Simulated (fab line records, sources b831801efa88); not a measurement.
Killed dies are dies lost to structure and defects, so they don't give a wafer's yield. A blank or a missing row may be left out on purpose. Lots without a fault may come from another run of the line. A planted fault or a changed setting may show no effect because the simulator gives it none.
fab line records | flow sfq_line
record lots=5 wafers=15 last_day=97
route steps=325 shown I1@83 M2@88 I2@103
lots that met no fault: from a run of the same line without faults
start_h: hours from the record's first day to the start of the lot's first wafer shown | wait_h: hours since the lot's step before | " the same as in the row above | L1.1+2: a row that stands for several wafers | - no value, or no start given | * or withheld: withheld | < > ~ a bound
route shown NAME@n: a module of which the file shows steps, and the number in the route of the first | usual: mean/standard deviation of fault-free wafers | same: alike in all rows | chamber/n: place in a boat | sites: the reading at each site | _std_site: their standard deviation | _edge_site: outer sites' mean less inner sites' | radius_mm: how far each site lies from the wafer's centre | mask NAME#n: copy n | behind: the tool/chamber that last shaped the wafer | hold: why the lot was held/for how many hours/how that ended | device: the transistor (n, p or np) that didn't switch | end of line: the same wafers' tests at the end of the route | a step without rows: its recipe alone | killed: dies lost to structure and defects at the first sort, not the wafer's yield | map: a wafer's dies, x killed, . not, _ none there
set.NAME: the setting as run; set.NAME@STEP: as run at that earlier step | model.NAME: the simulator's own value behind a step, which no gauge read
lots at some steps of the route; a table a step, a row a wafer
services: from which hour (start_h, from the record's first day; less than 0 if before it) a tool's chamber was out of use, for how many hours, and why
## steps
# step SFQ_I1_OVL_MEAS_913
# usual I1_OVL=-1/4.8
# columns lot.wafer tool chamber start_h wait_h I1_OVL[nm]
L087.1 overlay-01 - 916.34 0.1 5
L087.2 " - " " 3
L087.6 " - " " 5
L088.2 overlay-02 - 936.75 0.1 -8
L088.4 " - " " -4
L088.5 " - " " 0
L090.1 overlay-01 - 959.97 0.1 -3
L090.2 " - " " 3
L090.4 " - " " 0
L095.1 overlay-01 - 987.84 0.1 7
L095.5 " - " " -2
L095.6 " - " " 0
L097.2 overlay-02 - 1004.38 0.1 -4
L097.3 " - " " -10
L097.5 " - " " -2
# step SFQ_TRILAYER_I1_VIA_BARC_OPEN_VIA_ETCH_071
# recipe mask_material=PR chemistry=O2 target_depth_nm=125 target=BARC source_w=500 bias_w=80 pressure_mtorr=30 time_s=41.7
# usual chamber_pressure_mTorr=30.00/0.03 drypump_motor_current_A=5.9/0.51 oes_product_au=0.685/0.0044
# same time_s=41.7
# columns lot.wafer tool chamber start_h wait_h chamber_pressure_mTorr drypump_motor_current_A oes_product_au rf_hours_counter_h
L087.1 rie_diel-01 2 916.38 0.0 30.02 5.6 0.682 3
L087.2 " 1 " " 29.98 6.2 0.687 3
L087.6 " 0 " " 30.07 6.3 0.688 -
L088.2 rie_diel-03 3 936.78 0.0 30.02 4.8 0.684 7
L088.4 " 2 " " 30.01 6.4 0.686 9
L088.5 " 3 " " 30.04 4.8 0.690 -
L090.1 rie_diel-02 2 960.01 0.0 30.02 5.7 0.686 4
L090.2 " 0 " " 30.01 6.0 0.681 7
L090.4 " 1 " " 30.00 6.6 0.682 3
L095.1 rie_diel-02 2 987.88 0.0 30.02 5.8 0.690 4
L095.5 " 0 " " 30.01 6.0 0.675 -
L095.6 " 1 " " 29.99 6.7 0.683 -
L097.2 rie_diel-01 2 1004.41 0.0 29.91 5.6 0.688 4
L097.3 " 0 " " 30.03 6.3 0.682 17
L097.5 " 2 " " 29.99 5.6 0.688 -
# step SFQ_TRILAYER_I1_VIA_ETCH_VIA_ETCH_052
# recipe target=SiO2 stop_on=Nb mask_material=PR taper_deg=20 chemistry=CHF3 target_depth_nm=260 source_w=500 bias_w=81.53 pressure_mtorr=30 time_s=withheld
# usual chamber_pressure_mTorr=30.000/0.029 drypump_motor_current_A=5.9/0.51 oes_product_au=0.855/0.0049
# columns lot.wafer tool chamber start_h wait_h chamber_pressure_mTorr drypump_motor_current_A oes_product_au
L087.1 rie_diel-01 2 916.42 0.0 29.990 5.6 0.860
L087.2 " 1 " " 29.979 6.2 0.859
L087.6 " 0 " " 30.038 6.3 0.854
L088.2 rie_diel-03 3 936.82 0.0 29.977 4.8 0.857
L088.4 " 2 " " 30.031 6.4 0.855
L088.5 " 3 " " 30.002 4.8 0.851
L090.1 rie_diel-02 2 960.05 0.0 29.974 5.7 0.850
L090.2 " 0 " " 29.979 6.0 0.854
L090.4 " 1 " " 29.965 6.7 0.855
L095.1 rie_diel-02 2 987.92 0.0 29.985 5.7 0.863
L095.5 " 0 " " 30.000 6.0 0.848
L095.6 " 1 " " 30.003 6.7 0.850
L097.2 rie_diel-01 2 1004.45 0.0 30.003 5.6 0.858
L097.3 " 0 " " 29.966 6.3 0.846
L097.5 " 2 " " 29.960 5.6 0.852
# step SFQ_TRILAYER_I1_VIA_STRIP_STRIP_053
# recipe gas=O2 power_w=200 platen_temp_c=40 overash_fraction=0.65 chemistry=O2 pressure_mtorr=50
# usual chamber_pressure_mTorr=49.99/0.046 drypump_motor_current_A=5.7/0.49 oes_product_au=1.000/0.008
# columns lot.wafer tool chamber start_h wait_h chamber_pressure_mTorr drypump_motor_current_A oes_product_au rf_hours_counter_h
L087.1 rie_metal-01 1 916.53 - 49.97 5.4 0.998 88
L087.2 " 0 " " 49.95 5.9 1.003 114
L087.6 " 0 " " 50.05 5.9 0.997 -
L088.2 rie_metal-03 0 936.93 - 50.01 5.6 1.000 38
L088.4 " 1 " " 49.95 4.9 0.994 -
L088.5 " 1 " " 49.95 4.8 0.999 -
L090.1 rie_metal-03 1 960.16 - 50.00 4.8 0.996 101
L090.2 " 0 " " 50.05 5.5 1.003 41
L090.4 " 0 " " 49.96 5.5 0.995 -
L095.1 rie_metal-01 0 988.03 - 50.01 5.9 0.995 123
L095.5 " 1 " " 50.06 5.3 0.985 -
L095.6 " 0 " " 49.97 5.9 0.978 -
L097.2 rie_metal-02 1 1004.76 - 49.98 6.3 1.011 -
L097.3 " 1 " " 49.95 6.3 1.008 -
L097.5 " 1 " " 49.92 6.3 1.005 -
# step SFQ_TRILAYER_I1_VIA_STRIP_SOLV_CLEAN_054
# recipe chemistry=NMP temp_c=70 time_s=600
# same time_s=600
# columns lot.wafer tool chamber start_h wait_h
L087.1+2+6 wet_bench-02 5,6,0 917.13 0.4
L088.2+4+5 wet_bench-03 4,7,0 937.53 0.4
L090.1+2+4 wet_bench-03 4,7,6 960.76 0.4
L095.1+5+6 wet_bench-04 2,0,5 988.63 0.4
L097.2+3+5 wet_bench-04 2,0,6 1005.76 0.8
# step SFQ_TRILAYER_M2_DEP_PRE_CLEAN_056
# recipe gas=Ar time_s=22.5 bias_v=250
# same time_s=22.5
# columns lot.wafer tool chamber start_h wait_h
L087.1+2+6 pvd_sputter-04 - 917.31 0.0
L088.2+4+5 pvd_sputter-04 - 937.71 0.0
L090.1+2+4 pvd_sputter-03 - 960.94 0.0
L095.1+5+6 pvd_sputter-06 - 988.80 0.0
L097.2+3+5 pvd_sputter-04 - 1005.94 0.0
# step SFQ_TRILAYER_M2_DEP_SPUTTER_055
# recipe material=Nb base_pressure_pa=1.33e-06 chamber_pressure_pa=0.1333 substrate_temp_c=20 resputter_cathode_voltage_v=400 target_thk_nm=200 power_w=2000 time_s=133.3
# usual cathode_dc_power_W=2000.0/0.38 chamber_pressure_pa=0.13328/0.00027 throttle_valve_pct=29.4/1
# same time_s=133.3
# columns lot.wafer tool chamber start_h wait_h cathode_dc_power_W chamber_pressure_pa throttle_valve_pct
L087.1 pvd_sputter-04 - 917.34 0.0 2000.5 0.13289 29.2
L087.2 " - " " 1999.6 0.13322 29.2
L087.6 " - " " 1999.8 0.13336 29.4
L088.2 pvd_sputter-04 - 937.74 0.0 1999.7 0.13347 30.3
L088.4 " - " " 1999.6 0.13402 29.0
L088.5 " - " " 2000.2 0.13304 30.3
L090.1 pvd_sputter-03 - 960.96 0.0 1999.9 0.13286 30.2
L090.2 " - " " 2000.1 0.13345 29.8
L090.4 " - " " 1999.7 0.13335 31.2
L095.1 pvd_sputter-06 - 988.83 0.0 2000.1 0.13329 28.5
L095.5 " - " " 2000.6 0.13301 28.5
L095.6 " - " " 2000.3 0.13337 31.5
L097.2 pvd_sputter-04 - 1005.97 0.0 1999.9 0.13297 30.2
L097.3 " - " " 1999.4 0.13325 28.2
L097.5 " - " " 2000.9 0.13297 29.5
# step SFQ_M2_RS_MEAS_914
# recipe thk_meas_gauge=four-point-probe reads=Nb_of_TRILAYER_M2_DEP_SPUTTER_055
# usual M2_NB_RS=0.893/0.0071
# columns lot.wafer tool chamber start_h wait_h M2_NB_RS[ohm/sq]
L087.1 film_metro-04 - 917.43 0.0 0.906
L087.2 " - " " 0.896
L087.6 " - " " 0.902
L088.2 film_metro-02 - 937.85 0.1 0.896
L088.4 " - " " 0.899
L088.5 " - " " 0.900
L090.1 film_metro-04 - 961.06 0.0 0.890
L090.2 " - " " 0.886
L090.4 " - " " 0.895
L095.1 film_metro-01 - 988.92 0.0 0.899
L095.5 " - " " 0.910
L095.6 " - " " 0.907
L097.2 film_metro-02 - 1006.08 0.1 0.893
L097.3 " - " " 0.894
L097.5 " - " " 0.903
# step SFQ_TRILAYER_M2_LITHO_COAT_062
# recipe resist=BARC spin_rpm=3000 resist_thk_nm=62
# usual chill_plate_temp_C=23.04/0.11
# columns lot.wafer tool chamber start_h wait_h chill_plate_temp_C
L087.1 litho_track-03 0 917.61 0.1 22.95
L087.2 " 0 " " 23.03
L087.6 " 0 " " 22.92
L088.2 litho_track-03 0 938.06 0.1 22.99
L088.4 " 0 " " 22.97
L088.5 " 0 " " 22.94
L090.1 litho_track-04 0 961.24 0.1 22.94
L090.2 " 0 " " 22.99
L090.4 " 0 " " 22.88
L095.1 litho_track-03 0 989.10 0.1 22.88
L095.5 " 0 " " 22.94
L095.6 " 0 " " 23.07
L097.2 litho_track-04 0 1006.29 0.1 23.07
L097.3 " 0 " " 22.97
L097.5 " 0 " " 23.02
# step SFQ_TRILAYER_M2_LITHO_COAT_057
# recipe resist=KrF spin_rpm=3000 resist_thk_nm=600
# usual chill_plate_temp_C=22.99/0.11
# columns lot.wafer tool chamber start_h wait_h chill_plate_temp_C
L087.1 litho_track-03 0 917.91 0.2 22.85
L087.2 " 0 " " 22.86
L087.6 " 0 " " 22.99
L088.2 litho_track-03 0 938.36 0.2 23.04
L088.4 " 0 " " 22.83
L088.5 " 0 " " 22.84
L090.1 litho_track-04 0 961.54 0.2 22.91
L090.2 " 0 " " 22.88
L090.4 " 0 " " 23.00
L095.1 litho_track-03 0 989.40 0.2 23.02
L095.5 " 0 " " 23.00
L095.6 " 0 " " 22.93
L097.2 litho_track-04 0 1006.59 0.2 23.09
L097.3 " 0 " " 22.85
L097.5 " 0 " " 23.06
# step SFQ_TRILAYER_M2_LITHO_SOFTBAKE_061
# recipe temp_c=withheld time_s=withheld resist=KrF
# usual chill_plate_temp_C=*
# columns lot.wafer tool chamber start_h wait_h chill_plate_temp_C
L087.1 litho_track-03 0 918.21 0.2 *
L087.2 " 0 " " *
L087.6 " 0 " " *
L088.2 litho_track-03 0 938.63 0.2 *
L088.4 " 0 " " *
L088.5 " 0 " " *
L090.1 litho_track-04 0 961.84 0.2 *
L090.2 " 0 " " *
L090.4 " 0 " " *
L095.1 litho_track-03 0 989.70 0.2 *
L095.5 " 0 " " *
L095.6 " 0 " " *
L097.2 litho_track-04 0 1006.86 0.2 *
L097.3 " 0 " " *
L097.5 " 0 " " *
# step SFQ_TRILAYER_M2_LITHO_EXPOSE_058
# recipe mask_id=M2 na=0.6 source_shape=conventional sigma_outer=0.65 target_cd_nm=500 dose_mj=14.4
# columns lot.wafer tool chamber start_h wait_h mask
L087.1+2+6 krf_scanner-01 0 1069.81 - M2#0
L088.2+4+5 krf_scanner-01 0 1094.71 - M2#0
L090.1+2+4 krf_scanner-02 0 1116.35 - M2#0
L095.1+5+6 krf_scanner-01 0 1139.80 - M2#0
L097.2+3+5 krf_scanner-01 0 1156.80 - M2#0
# step SFQ_TRILAYER_M2_LITHO_PEB_060
# recipe peb_temp_c=115 peb_time_s=60 resist=KrF
# usual chill_plate_temp_C=22.99/0.11
# columns lot.wafer tool chamber start_h wait_h chill_plate_temp_C
L087.1 litho_track-04 0 1071.01 1.0 22.96
L087.2 " 0 " " 22.85
L087.6 " 0 " " 22.99
L088.2 litho_track-04 0 1095.73 0.8 22.98
L088.4 " 0 " " 22.94
L088.5 " 0 " " 22.94
L090.1 litho_track-04 0 1117.55 1.0 22.88
L090.2 " 0 " " 22.97
L090.4 " 0 " " 22.75
L095.1 litho_track-03 0 1141.00 1.0 22.97
L095.5 " 0 " " 22.96
L095.6 " 0 " " 23.09
L097.2 litho_track-03 0 1157.82 0.8 22.80
L097.3 " 0 " " 22.85
L097.5 " 0 " " 23.02
# step SFQ_TRILAYER_M2_LITHO_DEVELOP_059
# recipe time_s=60 resist=KrF
# usual chill_plate_temp_C=22.99/0.11
# same time_s=60
# columns lot.wafer tool chamber start_h wait_h chill_plate_temp_C
L087.1 litho_track-04 0 1071.16 0.1 23.09
L087.2 " 0 " " 23.09
L087.6 " 0 " " 23.14
L088.2 litho_track-04 0 1095.88 0.1 23.15
L088.4 " 0 " " 23.11
L088.5 " 0 " " 23.02
L090.1 litho_track-04 0 1117.70 0.1 22.95
L090.2 " 0 " " 22.89
L090.4 " 0 " " 22.89
L095.1 litho_track-03 0 1141.15 0.1 22.81
L095.5 " 0 " " 23.00
L095.6 " 0 " " 22.85
L097.2 litho_track-03 0 1157.97 0.1 22.86
L097.3 " 0 " " 22.76
L097.5 " 0 " " 23.02
# step SFQ_M2_OVL_MEAS_916
# usual M2_OVL=0/6.2
# columns lot.wafer tool chamber start_h wait_h M2_OVL[nm]
L087.1 overlay-02 - 1071.31 0.1 -9
L087.2 " - " " -4
L087.6 " - " " -3
L088.2 overlay-02 - 1096.01 0.1 -7
L088.4 " - " " -9
L088.5 " - " " -5
L090.1 overlay-02 - 1117.85 0.1 0
L090.2 " - " " 2
L090.4 " - " " -1
L095.1 overlay-02 - 1141.30 0.1 -7
L095.5 " - " " -4
L095.6 " - " " 8
L097.2 overlay-02 - 1158.10 0.1 3
L097.3 " - " " 0
L097.5 " - " " 8
# step SFQ_TRILAYER_M2_BARC_OPEN_METAL_ETCH_077
# recipe mask_material=PR chemistry=O2 target_depth_nm=125 target=BARC icp_w=600 bias_w=80 pressure_mtorr=10 time_s=41.7
# usual chamber_pressure_mTorr=10.001/0.018 drypump_motor_current_A=5.7/0.5 oes_product_au=0.685/0.0048
# same time_s=41.7
# columns lot.wafer tool chamber start_h wait_h chamber_pressure_mTorr drypump_motor_current_A oes_product_au rf_hours_counter_h
L087.1 rie_metal-04 0 1071.35 0.0 9.999 5.5 0.690 32
L087.2 " 1 " " 10.008 6.2 0.692 88
L087.6 " 1 " " 10.000 6.2 0.688 -
L088.2 rie_metal-02 1 1096.04 0.0 10.012 6.3 0.677 125
L088.4 " 1 " " 9.989 6.3 0.681 -
L088.5 " 0 " " 9.999 6.1 0.686 -
L090.1 rie_metal-03 0 1117.89 0.0 9.998 5.6 0.682 64
L090.2 " 1 " " 10.009 4.8 0.686 124
L090.4 " 1 " " 10.002 4.8 0.683 -
L095.1 rie_metal-04 1 1141.33 0.0 9.989 6.2 0.685 98
L095.5 " 0 " " 9.993 5.6 0.678 -
L095.6 " 1 " " 9.998 6.2 0.687 -
L097.2 rie_metal-04 1 1158.13 0.0 9.995 6.2 0.690 101
L097.3 " 0 " " 10.002 5.6 0.687 -
L097.5 " 0 " " 10.000 5.6 0.686 -
# step SFQ_TRILAYER_M2_ETCH_METAL_ETCH_060
# recipe target=Nb stop_on=SiO2 mask_material=PR chemistry=Cl2/Ar target_depth_nm=240 icp_w=600 bias_w=80 pressure_mtorr=10 time_s=120
# usual chamber_pressure_mTorr=10.000/0.0097 drypump_motor_current_A=5.7/0.5 oes_product_au=0.892/0.0067
# same time_s=120
# columns lot.wafer tool chamber start_h wait_h chamber_pressure_mTorr drypump_motor_current_A oes_product_au rf_hours_counter_h
L087.1 rie_metal-04 0 1071.41 0.0 10.005 5.6 0.878 32
L087.2 " 1 " " 10.010 6.2 0.907 88
L087.6 " 1 " " 10.007 6.2 0.879 -
L088.2 rie_metal-02 1 1096.10 0.0 10.014 6.3 0.885 125
L088.4 " 1 " " 10.013 6.3 0.886 -
L088.5 " 0 " " 9.982 6.1 0.894 -
L090.1 rie_metal-03 0 1117.97 0.1 10.007 5.6 0.882 64
L090.2 " 1 " " 9.988 4.8 0.904 124
L090.4 " 1 " " 10.011 4.8 0.896 -
L095.1 rie_metal-04 1 1141.39 0.0 9.996 6.2 0.892 98
L095.5 " 0 " " 9.983 5.6 0.888 -
L095.6 " 1 " " 10.007 6.2 0.883 -
L097.2 rie_metal-04 1 1158.19 0.0 9.999 6.2 0.899 101
L097.3 " 0 " " 9.984 5.6 0.893 -
L097.5 " 0 " " 9.996 5.6 0.893 -
# step SFQ_TRILAYER_M2_STRIP_STRIP_061
# recipe gas=O2 power_w=200 platen_temp_c=40 overash_fraction=0.65 chemistry=O2 pressure_mtorr=50
# usual chamber_pressure_mTorr=50.00/0.049 drypump_motor_current_A=5.7/0.5 oes_product_au=1.002/0.0078
# columns lot.wafer tool chamber start_h wait_h chamber_pressure_mTorr drypump_motor_current_A oes_product_au rf_hours_counter_h
L087.1 rie_metal-04 0 1071.54 0.1 50.00 5.5 0.994 32
L087.2 " 1 " " 49.96 6.2 1.002 89
L087.6 " 1 " " 49.99 6.2 1.003 -
L088.2 rie_metal-02 1 1096.23 0.1 49.90 6.3 0.994 125
L088.4 " 1 " " 49.98 6.3 0.997 -
L088.5 " 0 " " 50.03 6.0 0.996 -
L090.1 rie_metal-03 0 1118.14 0.1 49.92 5.6 1.011 65
L090.2 " 1 " " 50.01 4.8 1.002 124
L090.4 " 1 " " 50.03 4.8 1.003 -
L095.1 rie_metal-04 1 1141.52 0.1 49.98 6.2 0.996 98
L095.5 " 0 " " 50.05 5.6 1.004 -
L095.6 " 1 " " 49.94 6.2 0.995 -
L097.2 rie_metal-04 1 1158.32 0.1 50.11 6.2 1.001 101
L097.3 " 0 " " 49.97 5.6 1.009 -
L097.5 " 0 " " 50.04 5.5 1.010 -
# step SFQ_TRILAYER_M2_STRIP_SOLV_CLEAN_062
# recipe chemistry=NMP temp_c=70 time_s=600
# same time_s=600
# columns lot.wafer tool chamber start_h wait_h
L087.1+2+6 wet_bench-01 1,2,0 1072.14 0.4
L088.2+4+5 wet_bench-04 7,4,5 1096.83 0.4
L090.1+2+4 wet_bench-03 1,2,3 1118.94 0.5
L095.1+5+6 wet_bench-01 3,0,4 1142.12 0.4
L097.2+3+5 wet_bench-01 5,2,7 1158.92 0.4
# step SFQ_TRILAYER_I2_DEP_PECVD_063
# recipe material=SiO2 temp_c=150 time_s=111.11 pressure_torr=2.4 rf_w=183.3 precursor=SiH4/N2O target_thk_nm=500
# usual heater_power_w=72/12 throttle_valve_pct=24.5/1.5
# same time_s=111.11
# columns lot.wafer tool chamber start_h wait_h heater_power_w throttle_valve_pct
L087.1 pecvd-01 2 1072.31 0.0 70 26.2
L087.2 " 0 " " 67 25.8
L087.6 " 1 " " 81 24.0
L088.2 pecvd-04 0 1097.02 0.0 111 24.5
L088.4 " 0 " " 94 24.7
L088.5 " 2 " " 68 25.2
L090.1 pecvd-03 0 1119.13 0.0 74 21.7
L090.2 " 2 " " 63 24.5
L090.4 " 1 " " 71 23.2
L095.1 pecvd-01 2 1142.29 0.0 64 26.6
L095.5 " 2 " " 69 26.6
L095.6 " 0 " " 69 26.2
L097.2 pecvd-03 2 1159.11 0.0 55 24.9
L097.3 " 0 " " 81 21.9
L097.5 " 0 " " 66 21.8
# step SFQ_TRILAYER_I2_CMP_CMP_064
# recipe material=SiO2 down_force_psi=3 platen_rpm=60 pad_velocity_m_s=0.94248
# usual motor_current_A=10.6/1.2 platen_rpm=60.00/0.043 time_to_endpoint_s=215/7.7
# columns lot.wafer tool chamber start_h wait_h motor_current_A platen_rpm time_to_endpoint_s
L087.2 cmp-02 1 1073.39 1.0 10.7 59.96 210
L087.1 " 2 " " 9.9 59.97 201
L087.6 " 0 1074.89 2.5 9.1 59.92 217
L088.4 cmp-02 1 1098.56 1.5 10.1 60.01 226
L088.2 " 3 1099.56 2.5 12.2 59.96 217
L088.5 " 1 1100.56 3.5 10.5 59.97 221
L090.4 cmp-02 3 1119.53 0.3 12.9 59.95 228
L090.1 " 0 " " 8.6 59.90 219
L090.2 " 2 1121.03 1.9 9.8 60.00 228
L095.1 cmp-02 1 1142.61 0.3 10.8 60.08 213
L095.6 " 1 1144.61 2.2 10.7 59.98 217
L095.5 " 2 " " 10.1 59.98 220
L097.2 cmp-01 2 1162.73 3.6 11.6 59.94 215
L097.3 " 0 1163.73 4.6 10.0 60.00 214
L097.5 " 2 1164.73 5.5 12.0 59.96 222
# step SFQ_I2_BOW_MEAS_917
# recipe mode=bow
# usual I2_BOW=3/9.7
# columns lot.wafer tool chamber start_h wait_h I2_BOW[um]
L087.1 film_metro-02 - 1075.39 1.0 6
L087.2 " - " " -4
L087.6 " - " " -1
L088.2 film_metro-04 - 1101.58 1.5 21
L088.4 " - " " 8
L088.5 " - " " 16
L090.1 film_metro-03 - 1122.53 2.0 14
L090.2 " - " " 15
L090.4 " - " " 8
L095.1 film_metro-02 - 1145.61 2.5 -9
L095.5 " - " " -12
L095.6 " - " " -8
L097.2 film_metro-04 - 1165.25 2.0 6
L097.3 " - " " 12
L097.5 " - " " 18
# step SFQ_TRILAYER_I2_METRO_MEASURE_065
# usual thk_nm=204.9/1.1
# columns lot.wafer tool chamber start_h wait_h thk_nm
L087.1 film_metro-02 - 1075.51 0.1 205.1
L087.2 " - " " 204.5
L087.6 " - " " 204.7
L088.2 film_metro-04 - 1101.88 0.3 204.6
L088.4 " - " " 205.8
L088.5 " - " " 205.1
L090.1 film_metro-03 - 1122.65 0.1 206.2
L090.2 " - " " 206.0
L090.4 " - " " 205.0
L095.1 film_metro-02 - 1145.73 0.1 201.9
L095.5 " - " " 202.7
L095.6 " - " " 203.3
L097.2 film_metro-04 - 1165.55 0.3 204.6
L097.3 " - " " 204.1
L097.5 " - " " 205.1
# step SFQ_TRILAYER_I2_VIA_LITHO_COAT_072
# recipe resist=BARC spin_rpm=3000 resist_thk_nm=62
# usual chill_plate_temp_C=23.00/0.1
# columns lot.wafer tool chamber start_h wait_h chill_plate_temp_C
L087.1 litho_track-02 0 1076.71 1.0 22.94
L087.2 " 0 " " 22.84
L087.6 " 0 " " 22.77
L088.2 litho_track-02 0 1102.93 0.8 22.86
L088.4 " 0 " " 23.07
L088.5 " 0 " " 23.07
L090.1 litho_track-03 0 1123.85 1.0 23.10
L090.2 " 0 " " 23.02
L090.4 " 0 " " 23.18
L095.1 litho_track-03 0 1146.93 1.0 23.11
L095.5 " 0 " " 23.12
L095.6 " 0 " " 23.08
L097.2 litho_track-02 0 1166.60 0.8 23.03
L097.3 " 0 " " 23.09
L097.5 " 0 " " 23.00
# step SFQ_TRILAYER_I2_VIA_LITHO_COAT_067
# recipe resist=KrF spin_rpm=3000 resist_thk_nm=650
# usual chill_plate_temp_C=22.99/0.1
# columns lot.wafer tool chamber start_h wait_h chill_plate_temp_C
L087.1 litho_track-02 0 1077.01 0.2 23.06
L087.2 " 0 " " 22.88
L087.6 " 0 " " 23.00
L088.2 litho_track-02 0 1103.23 0.2 23.06
L088.4 " 0 " " 23.03
L088.5 " 0 " " 23.05
L090.1 litho_track-03 0 1124.15 0.2 22.87
L090.2 " 0 " " 22.84
L090.4 " 0 " " 23.03
L095.1 litho_track-03 0 1147.23 0.2 22.91
L095.5 " 0 " " 22.97
L095.6 " 0 " " 22.81
L097.2 litho_track-02 0 1166.90 0.2 22.97
L097.3 " 0 " " 23.08
L097.5 " 0 " " 22.99
## services
# columns tool chamber start_h hours kind
krf_scanner-01 - 894.32 1.3 pm
rie_metal-01 - 894.72 0.1 repair
cmp-02 - 919.97 0.4 repair
rie_diel-01 - 924.88 2.3 repair
rie_metal-02 - 932.28 0.6 repair
krf_scanner-01 - 933.30 1.0 pm
krf_scanner-01 - 953.55 3.6 repair
krf_scanner-01 - 963.46 0.5 repair
cmp-02 - 979.40 1.6 repair
krf_scanner-01 - 983.81 4.0 repair
krf_scanner-01 - 995.01 0.8 pm
cmp-02 - 1000.15 0.8 repair
pvd_sputter-04 - 1021.22 2.4 repair
wet_bench-01 - 1044.36 8.9 repair
krf_scanner-01 - 1071.01 1.3 pm
cmp-02 - 1075.39 5.9 pm
rie_metal-02 - 1077.44 1.4 pm
krf_scanner-01 - 1079.67 2.5 repair
cmp-02 - 1091.56 4.0 pm
rie_diel-02 - 1094.48 15.6 pm
krf_scanner-01 - 1101.71 1.0 pm
rie_diel-02 2 1127.11 11.0 repair
cmp-02 - 1138.63 1.0 repair
krf_scanner-01 - 1163.80 0.8 pm
## key
fault none
